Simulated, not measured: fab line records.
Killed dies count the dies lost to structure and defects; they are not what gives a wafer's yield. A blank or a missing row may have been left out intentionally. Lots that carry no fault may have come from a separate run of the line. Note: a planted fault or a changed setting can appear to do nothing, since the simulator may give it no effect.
fab line records -- flow sky130
[record] lots = 12, wafers = 36, lastDay = 50
route steps=708 shown RES_PROTECT@214 LDD_P@263 LDD_HVN@271 PAD_OPEN@708
lots that met no fault: taken from a fault-free run of the same line
startH: hours from the record's opening day to when the first of the lot's shown wafers began -- waitH: hours elapsed since this lot's preceding step -- " the same as in the row above -- L1.1+2: a single row standing in for several wafers -- - either no value or no given start -- * or withheld: withheld -- < > ~ a bound
route shown NAME@n: NAME is a module with steps in the file, n the number in the route of the first one -- usual: average and standard deviation across the fault-free wafers -- same: alike in all rows -- chamber/n: place in a boat -- sites: readings site by site -- _std_site: their standard deviation -- _edge_site: outer sites' mean less inner sites' -- radiusMm: for every site, how far away it sits from the centre of the wafer -- mask NAME#n: copy n -- behind: the most recent tool/chamber to have shaped the wafer -- hold: why the lot went on hold/how many hours it stayed there/how the hold came to an end -- device: names the non-switching transistor (n, p or np) -- end of line: the route-end tests of the same wafers -- for a step that has no rows: nothing shown but its recipe -- killed: dies that structure and defects cost at the first sort, which is not the same as the wafer's yield -- map: per-die view of a wafer (x killed, . not killed, _ where there is no die)
set.NAME: the run value of the setting; set.NAME@STEP: its run value at that earlier step -- model.NAME: the simulator's own value behind a step, which no gauge read
steps of the route over a sample of lots; a table a step, a row a wafer
services: the hour from which a tool's chamber was out of use, counted from the record's first day as startH (under 0 if before that day), plus the number of hours and why
[[steps]]
[step SKY_RES_PROTECT_STRIP_07]
[recipe] chemistry = O2/N2, powerW = 1400, pressureMtorr = 1500, platenTempC = withheld, o2FlowSccm = 3000, n2FlowSccm = 300, overashFraction = 0.5
[usual] drypumpMotorCurrentA = 5.43/0.23, oesProductAu = 0.518/0.0043, stripTimeToEndpointS = 23.30/0.04
lot.wafer,tool,chamber,startH,waitH,drypumpMotorCurrentA,oesProductAu,rfHoursCounterH,stripTimeToEndpointS
L308.2,plasmaAsher-02,1,335.64,0.1,5.42,0.515,66,23.32
L308.3,plasmaAsher-02,1,335.64,0.1,5.42,0.521,-,23.32
L308.4,plasmaAsher-02,0,335.64,0.1,5.66,0.521,-,23.35
L310.1,plasmaAsher-03,0,356.75,0.1,5.03,0.521,54,23.31
L310.2,plasmaAsher-03,1,356.75,0.1,5.39,0.527,54,23.27
L310.3,plasmaAsher-03,1,356.75,0.1,5.38,0.513,-,23.30
L312.1,plasmaAsher-03,0,366.10,0.1,5.03,0.518,55,23.30
L312.2,plasmaAsher-03,1,366.10,0.1,5.40,0.512,55,23.28
L312.6,plasmaAsher-03,1,366.10,0.1,5.40,0.524,-,23.32
L314.1,plasmaAsher-01,0,392.90,0.1,5.34,0.522,25,23.30
L314.3,plasmaAsher-01,1,392.90,0.1,5.67,0.519,-,23.30
L314.5,plasmaAsher-01,0,392.90,0.1,5.35,0.519,-,23.31
L315.3,plasmaAsher-03,0,414.24,0.1,5.03,0.514,-,23.30
L315.4,plasmaAsher-03,1,414.24,0.1,5.36,0.518,-,23.28
L315.6,plasmaAsher-03,1,414.24,0.1,5.36,0.514,-,23.37
L316.1,plasmaAsher-03,0,436.40,0.1,5.03,0.525,61,23.32
L316.4,plasmaAsher-03,1,436.40,0.1,5.39,0.518,-,23.37
L316.5,plasmaAsher-03,0,436.40,0.1,5.05,0.515,-,23.34
L319.2,plasmaAsher-03,1,447.39,0.1,5.38,0.525,62,23.31
L319.4,plasmaAsher-03,1,447.39,0.1,5.40,0.516,-,23.26
L319.6,plasmaAsher-03,1,447.39,0.1,5.37,0.507,-,23.27
L318.2,plasmaAsher-01,0,448.53,0.1,5.36,0.520,31,23.36
L318.5,plasmaAsher-01,0,448.53,0.1,5.37,0.518,-,23.32
L318.6,plasmaAsher-01,1,448.53,0.1,5.67,0.515,-,23.34
L320.1,plasmaAsher-02,1,451.35,0.1,5.40,0.519,2,23.32
L320.3,plasmaAsher-02,1,451.35,0.1,5.42,0.521,-,23.31
L320.4,plasmaAsher-02,0,451.35,0.1,5.67,0.519,-,23.35
L329.1,plasmaAsher-03,0,519.55,0.1,5.02,0.527,67,23.23
L329.2,plasmaAsher-03,1,519.55,0.1,5.35,0.522,67,23.29
L329.5,plasmaAsher-03,1,519.55,0.1,5.35,0.522,-,23.31
L328.3,plasmaAsher-01,0,521.07,0.1,5.39,0.519,-,23.31
L328.4,plasmaAsher-01,1,521.07,0.1,5.68,0.518,-,23.31
L328.5,plasmaAsher-01,0,521.07,0.1,5.38,0.519,-,23.30
L330.1,plasmaAsher-01,1,528.05,0.1,5.67,0.521,40,23.29
L330.3,plasmaAsher-01,1,528.05,0.1,5.69,0.514,-,23.27
L330.4,plasmaAsher-01,0,528.05,0.1,5.36,0.518,-,23.32
[step SKY_LDD_P_OVL_MEAS_08]
[usual] LDD_P_OVL = 0.1/1.2
lot.wafer,tool,chamber,startH,waitH,LDD_P_OVL[nm]
L308.2,overlay-01,-,426.72,0.1,-0.3
L308.3,overlay-01,-,426.72,0.1,1.0
L308.4,overlay-01,-,426.72,0.1,-0.9
L310.1,overlay-01,-,451.62,0.1,-1.4
L310.2,overlay-01,-,451.62,0.1,0.6
L310.3,overlay-01,-,451.62,0.1,0.3
L312.1,overlay-01,-,462.19,0.1,-0.9
L312.2,overlay-01,-,462.19,0.1,-0.3
L312.6,overlay-01,-,462.19,0.1,-0.2
L314.1,overlay-02,-,489.69,0.1,-2.8
L314.3,overlay-02,-,489.69,0.1,-3.6
L314.5,overlay-02,-,489.69,0.1,-3.3
L315.3,overlay-01,-,510.49,0.1,-0.1
L315.4,overlay-01,-,510.49,0.1,-1.2
L315.6,overlay-01,-,510.49,0.1,1.3
L316.1,overlay-02,-,532.58,0.1,0.0
L316.4,overlay-02,-,532.58,0.1,0.4
L316.5,overlay-02,-,532.58,0.1,1.1
L319.2,overlay-01,-,543.77,0.1,0.7
L319.4,overlay-01,-,543.77,0.1,-0.9
L319.6,overlay-01,-,543.77,0.1,1.7
L318.2,overlay-02,-,545.43,0.1,-1.3
L318.5,overlay-02,-,545.43,0.1,-0.1
L318.6,overlay-02,-,545.43,0.1,-0.1
L320.1,overlay-02,-,547.49,0.1,1.1
L320.3,overlay-02,-,547.49,0.1,0.7
L320.4,overlay-02,-,547.49,0.1,0.9
L329.1,overlay-02,-,613.74,0.1,-0.1
L329.2,overlay-02,-,613.74,0.1,0.0
L329.5,overlay-02,-,613.74,0.1,1.1
L328.3,overlay-02,-,614.43,0.1,0.7
L328.4,overlay-02,-,614.43,0.1,0.1
L328.5,overlay-02,-,614.43,0.1,0.7
L330.1,overlay-02,-,623.57,0.1,1.1
L330.3,overlay-02,-,623.57,0.1,-0.2
L330.4,overlay-02,-,623.57,0.1,-0.6
[step SKY_LDD_P_STRIP_10]
[recipe] chemistry = O2/N2, powerW = 1400, pressureMtorr = 1500, platenTempC = withheld, o2FlowSccm = 3000, n2FlowSccm = 300, overashFraction = 0.5
[usual] drypumpMotorCurrentA = 5.4/0.39, oesProductAu = 0.715/0.0041, stripTimeToEndpointS = 14.20/0.037
lot.wafer,tool,chamber,startH,waitH,drypumpMotorCurrentA,oesProductAu,rfHoursCounterH,stripTimeToEndpointS
L308.2,plasmaAsher-04,0,426.90,0.1,6.2,0.713,76,14.23
L308.3,plasmaAsher-04,0,426.90,0.1,6.3,0.715,-,14.22
L308.4,plasmaAsher-04,1,426.90,0.1,5.0,0.721,-,14.24
L310.1,plasmaAsher-04,0,451.80,0.1,6.3,0.711,78,14.18
L310.2,plasmaAsher-04,1,451.80,0.1,5.0,0.720,78,14.16
L310.3,plasmaAsher-04,0,451.80,0.1,6.3,0.714,-,14.15
L312.1,plasmaAsher-01,1,462.37,0.1,5.7,0.714,33,14.20
L312.2,plasmaAsher-01,0,462.37,0.1,5.4,0.716,33,14.20
L312.6,plasmaAsher-01,0,462.37,0.1,5.4,0.713,-,14.17
L314.1,plasmaAsher-01,0,489.87,0.1,5.3,0.714,36,14.17
L314.3,plasmaAsher-01,1,489.87,0.1,5.7,0.709,-,14.19
L314.5,plasmaAsher-01,0,489.87,0.1,5.4,0.719,-,14.17
L315.3,plasmaAsher-01,0,510.70,0.1,5.4,0.714,-,14.19
L315.4,plasmaAsher-01,1,510.70,0.1,5.7,0.710,-,14.20
L315.6,plasmaAsher-01,1,510.70,0.1,5.7,0.714,-,14.24
L316.1,plasmaAsher-01,0,532.76,0.1,5.3,0.713,41,14.14
L316.4,plasmaAsher-01,0,532.76,0.1,5.3,0.721,-,14.14
L316.5,plasmaAsher-01,1,532.76,0.1,5.7,0.716,-,14.13
L319.2,plasmaAsher-01,1,543.95,0.1,5.7,0.710,42,14.27
L319.4,plasmaAsher-01,0,543.95,0.1,5.4,0.722,-,14.22
L319.6,plasmaAsher-01,0,543.95,0.1,5.4,0.721,-,14.23
L318.2,plasmaAsher-04,0,545.61,0.1,6.3,0.718,88,14.23
L318.5,plasmaAsher-04,0,545.61,0.1,6.2,0.715,-,14.27
L318.6,plasmaAsher-04,1,545.61,0.1,5.0,0.715,-,14.24
L320.1,plasmaAsher-01,0,547.67,0.1,5.4,0.714,42,14.16
L320.3,plasmaAsher-01,0,547.67,0.1,5.4,0.717,-,14.10
L320.4,plasmaAsher-01,1,547.67,0.1,5.7,0.714,-,14.15
L329.1,plasmaAsher-03,0,613.92,0.1,5.0,0.712,77,14.23
L329.2,plasmaAsher-03,1,613.92,0.1,5.4,0.720,77,14.24
L329.5,plasmaAsher-03,0,613.92,0.1,5.0,0.721,-,14.24
L328.3,plasmaAsher-04,1,614.64,0.1,5.0,0.711,-,14.25
L328.4,plasmaAsher-04,0,614.64,0.1,6.3,0.712,-,14.25
L328.5,plasmaAsher-04,0,614.64,0.1,6.3,0.716,-,14.22
L330.1,plasmaAsher-04,0,623.75,0.1,6.3,0.714,96,14.22
L330.3,plasmaAsher-04,1,623.75,0.1,5.0,0.717,-,14.23
L330.4,plasmaAsher-04,0,623.75,0.1,6.3,0.715,-,14.17
[step SKY_LDD_HVN_EXPOSE_04]
[recipe] maskId = HVNTM, na = 0.6, sourceShape = conventional, sigmaOuter = 0.6, polarization = unpolarized, targetCdNm = 700, doseMj = 127
[usual] stageVelMmS = 500.01/0.29
[same] sigmaOuter = 0.6
lot.wafer,tool,chamber,startH,waitH,mask,stageVelMmS
L308.2,ilineStepper-02,0,442.76,-,HVNTM#0,499.95
L308.3,ilineStepper-02,0,442.76,-,HVNTM#0,499.29
L308.4,ilineStepper-02,0,442.76,-,HVNTM#0,499.83
L310.1,ilineStepper-01,0,468.08,-,HVNTM#0,499.73
L310.2,ilineStepper-01,0,468.08,-,HVNTM#0,499.74
L310.3,ilineStepper-01,0,468.08,-,HVNTM#0,499.70
L312.1,ilineStepper-01,0,478.17,-,HVNTM#0,500.10
L312.2,ilineStepper-01,0,478.17,-,HVNTM#0,499.35
L312.6,ilineStepper-01,0,478.17,-,HVNTM#0,500.12
L314.1,ilineStepper-02,0,505.44,-,HVNTM#0,500.52
L314.3,ilineStepper-02,0,505.44,-,HVNTM#0,500.53
L314.5,ilineStepper-02,0,505.44,-,HVNTM#0,500.57
L315.3,ilineStepper-01,0,526.81,-,HVNTM#0,499.58
L315.4,ilineStepper-01,0,526.81,-,HVNTM#0,499.55
L315.6,ilineStepper-01,0,526.81,-,HVNTM#0,499.89
L316.1,ilineStepper-01,0,546.94,-,HVNTM#0,500.38
L316.4,ilineStepper-01,0,546.94,-,HVNTM#0,499.90
L316.5,ilineStepper-01,0,546.94,-,HVNTM#0,500.09
L319.2,ilineStepper-01,0,559.46,-,HVNTM_R1#0,500.26
L319.4,ilineStepper-01,0,559.46,-,HVNTM_R1#0,499.70
L319.6,ilineStepper-01,0,559.46,-,HVNTM_R1#0,500.22
L318.2,ilineStepper-02,0,561.14,-,HVNTM#0,500.01
L318.5,ilineStepper-02,0,561.14,-,HVNTM#0,499.39
L318.6,ilineStepper-02,0,561.14,-,HVNTM#0,499.30
L320.1,ilineStepper-01,0,562.97,-,HVNTM#0,500.21
L320.3,ilineStepper-01,0,562.97,-,HVNTM#0,500.09
L320.4,ilineStepper-01,0,562.97,-,HVNTM#0,500.12
L329.1,ilineStepper-01,0,628.52,-,HVNTM#0,499.79
L329.2,ilineStepper-01,0,628.52,-,HVNTM#0,500.15
L329.5,ilineStepper-01,0,628.52,-,HVNTM#0,500.00
L328.3,ilineStepper-02,0,629.16,-,HVNTM#0,499.90
L328.4,ilineStepper-02,0,629.16,-,HVNTM#0,499.91
L328.5,ilineStepper-02,0,629.16,-,HVNTM#0,500.21
L330.1,ilineStepper-02,0,638.04,-,HVNTM#0,500.33
L330.3,ilineStepper-02,0,638.04,-,HVNTM#0,500.22
L330.4,ilineStepper-02,0,638.04,-,HVNTM#0,500.51
[step SKY_PAD_OPEN_PROBE_99]
[usual] killed_at_M0_to_M3 = 44/6.4, killed_at_M4_up = 3.6/2.1, killedAtContacts = 23/5.1, killedAtFrontEnd = 15/4.3, killedAtOther = 0.3/0.56, killedDies = 86/9, killedOpen = 47/6.4, killedShort = 39/5.8
[same] grossDies = 492, killedAtBackSide = 0
lot.wafer,tool,chamber,startH,waitH,killed_at_M0_to_M3,killed_at_M4_up,killedAtContacts,killedAtFrontEnd,killedAtOther,killedDies,killedOpen,killedShort
L308.2,prober-01,-,1065.70,0.1,36,3,21,16,0,76,45,31
L308.3,prober-01,-,1065.75,0.2,48,5,21,14,0,88,49,39
L308.4,prober-01,-,1065.80,0.2,43,1,25,22,0,91,43,47
L312.1,prober-01,-,1093.44,0.1,44,8,29,16,0,97,53,43
L312.2,prober-01,-,1093.49,0.1,40,2,22,13,2,79,38,41
L312.6,prober-01,-,1093.69,0.2,48,2,14,22,2,88,46,41
L318.2,prober-02,-,1137.28,0.1,40,9,24,12,1,86,48,37
L318.5,prober-02,-,1137.43,0.2,53,5,16,12,1,87,54,32
L318.6,prober-02,-,1137.48,0.2,47,7,24,9,1,88,40,47
L320.1,prober-02,-,1140.83,0.1,40,8,29,13,0,90,42,48
L320.3,prober-02,-,1140.93,0.2,37,6,24,12,0,79,43,36
L320.4,prober-02,-,1140.98,0.2,47,3,24,14,0,88,47,41
L328.3,prober-01,-,1190.43,0.2,38,4,24,8,1,75,37,38
L328.4,prober-01,-,1190.48,0.2,50,4,25,14,0,93,52,41
L328.5,prober-01,-,1190.53,0.2,53,2,27,13,1,96,51,45
// killed by level:class
L308.2 VIA1:geometricParticle:open=10 LI_CONTACT:geometricParticle:open=8 VIA1:geometricParticle:short=7 CONTACT:geometricParticle:open=6 VIA3:geometricParticle:open=6 VIA2:geometricParticle:open=5 FIELD_ISO:geometricParticle:short=4 POLY_GATE:geometricParticle:open=3
L308.3 VIA1:geometricParticle:short=11 VIA1:geometricParticle:open=10 CONTACT:geometricParticle:open=10 VIA3:geometricParticle:open=7 FIELD_ISO:geometricParticle:open=6 METAL2:geometricParticle:short=6 VIA2:geometricParticle:open=5 POLY_GATE:geometricParticle:open=4
L308.4 VIA2:geometricParticle:open=7 FIELD_ISO:geometricParticle:short=6 CONTACT:geometricParticle:open=6 CONTACT:geometricParticle:short=6 VIA1:geometricParticle:open=6 VIA3:geometricParticle:open=6 POLY_GATE:geometricParticle:short=5 POLY_GATE:geometricParticle:open=5
L312.1 VIA2:geometricParticle:open=11 LI_CONTACT:geometricParticle:open=10 VIA1:geometricParticle:open=8 CONTACT:geometricParticle:open=7 METAL2:geometricParticle:short=5 VIA2:geometricParticle:short=5 METAL4:geometricParticle:short=5 LI_CONTACT:geometricParticle:short=4
L312.2 VIA1:geometricParticle:open=12 LI_CONTACT:geometricParticle:open=7 METAL1:geometricParticle:short=7 LI_CONTACT:geometricParticle:short=5 POLY_GATE:geometricParticle:short=4 CONTACT:geometricParticle:open=4 VIA2:geometricParticle:short=4 VIA2:geometricParticle:open=4
L312.6 VIA2:geometricParticle:open=12 VIA1:geometricParticle:open=8 METAL2:geometricParticle:short=7 FIELD_ISO:geometricParticle:open=5 VIA2:geometricParticle:short=5 VIA3:geometricParticle:open=5 FIELD_ISO:geometricParticle:short=4 POLY_GATE:geometricParticle:open=4
L318.2 VIA1:geometricParticle:open=12 LI_CONTACT:geometricParticle:open=7 VIA3:geometricParticle:open=7 CONTACT:geometricParticle:open=6 CONTACT:geometricParticle:short=6 VIA2:geometricParticle:open=6 METAL4:geometricParticle:short=6 VIA1:geometricParticle:short=4
L318.5 VIA1:geometricParticle:open=19 VIA1:geometricParticle:short=7 VIA2:geometricParticle:open=7 CONTACT:geometricParticle:open=6 VIA3:geometricParticle:open=6 CONTACT:geometricParticle:short=5 METAL2:geometricParticle:short=5 FIELD_ISO:geometricParticle:open=4
L318.6 METAL1:geometricParticle:short=9 LI_CONTACT:geometricParticle:open=7 CONTACT:geometricParticle:short=6 CONTACT:geometricParticle:open=6 VIA1:geometricParticle:open=6 VIA3:geometricParticle:open=6 METAL2:geometricParticle:short=5 METAL4:geometricParticle:short=5
L320.1 LI_CONTACT:geometricParticle:open=13 VIA3:geometricParticle:open=8 CONTACT:geometricParticle:open=7 POLY_GATE:geometricParticle:short=6 CONTACT:geometricParticle:short=6 METAL1:geometricParticle:short=6 FIELD_ISO:geometricParticle:short=5 VIA1:geometricParticle:short=5
L320.3 CONTACT:geometricParticle:open=14 CONTACT:geometricParticle:short=6 VIA2:geometricParticle:open=6 VIA1:geometricParticle:short=6 POLY_GATE:geometricParticle:open=5 VIA1:geometricParticle:open=5 FIELD_ISO:geometricParticle:short=4 VIA3:geometricParticle:short=4
L320.4 CONTACT:geometricParticle:open=10 VIA1:geometricParticle:open=10 METAL2:geometricParticle:short=9 VIA3:geometricParticle:open=8 VIA2:geometricParticle:open=6 CONTACT:geometricParticle:short=5 LI_CONTACT:geometricParticle:short=4 FIELD_ISO:geometricParticle:open=3
L328.3 VIA1:geometricParticle:open=10 LI_CONTACT:geometricParticle:open=7 LI_CONTACT:geometricParticle:short=6 VIA3:geometricParticle:open=6 CONTACT:geometricParticle:open=5 FIELD_ISO:geometricParticle:short=4 VIA2:geometricParticle:short=4 METAL3:geometricParticle:short=4
L328.4 VIA1:geometricParticle:open=13 CONTACT:geometricParticle:open=9 METAL1:geometricParticle:short=7 VIA1:geometricParticle:short=7 VIA2:geometricParticle:open=7 LI_CONTACT:geometricParticle:open=6 CONTACT:geometricParticle:short=6 FIELD_ISO:geometricParticle:short=4
L328.5 VIA1:geometricParticle:open=13 VIA2:geometricParticle:open=11 CONTACT:geometricParticle:open=9 LI_CONTACT:geometricParticle:open=8 METAL2:geometricParticle:short=8 CONTACT:geometricParticle:short=5 METAL1:geometricParticle:short=5 VIA1:geometricParticle:short=4
[[services]]
tool,chamber,startH,hours,kind
ilineStepper-01,-,335.96,1.7,pm
plasmaAsher-02,-,344.40,9.3,repair
plasmaAsher-02,-,354.22,0.6,repair
ilineStepper-02,0,362.82,-,calibration
ilineStepper-01,0,385.41,-,calibration
ilineStepper-02,-,389.23,1.7,pm
plasmaAsher-02,-,421.25,9.0,pm
plasmaAsher-02,0,421.25,9.0,ventCycle
plasmaAsher-02,1,421.25,9.0,ventCycle
plasmaAsher-02,0,430.25,-,clean
plasmaAsher-02,1,430.25,-,clean
plasmaAsher-02,-,446.54,0.3,repair
ilineStepper-02,-,464.12,2.1,pm
ilineStepper-02,-,466.20,-,consumableReplace:lamp
plasmaAsher-03,-,487.27,28.1,pm
ilineStepper-02,-,540.85,4.4,pm
ilineStepper-01,-,554.21,1.7,pm
plasmaAsher-02,-,576.68,1.1,repair
ilineStepper-02,0,580.23,-,calibration
plasmaAsher-01,-,604.29,109.0,repair
ilineStepper-02,-,607.34,1.7,pm
ilineStepper-01,0,608.65,-,calibration
[[key]]
[firstSign] step = SKY_LDD_HVN_EXPOSE_04, reading = mask, direction = changed
effect none on later readings
metAt SKY_LDD_HVN_EXPOSE_04
struckLots L319
testerLeftOut L319
notActingAt SKY_RES_PROTECT_STRIP_07,SKY_LDD_P_OVL_MEAS_08,SKY_LDD_P_STRIP_10
onsetBetween 546.94 559.46
[fault] kind = wrongMask, tool = any, chamber = -, onsetH = 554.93, steps = SKY_LDD_HVN_EXPOSE_04, auxCopy = HVNTM_R1#0, cdOffsetNm = 49, scope = struckLotsOnly
// testerLeftOut: of these lots the tester's yield and bins aren't shown, on N5 and GAA mostly nor the transistor test; their killed dies are dies lost to structure and defects alone, not to doping, threshold or leakage, so they don't give the yield
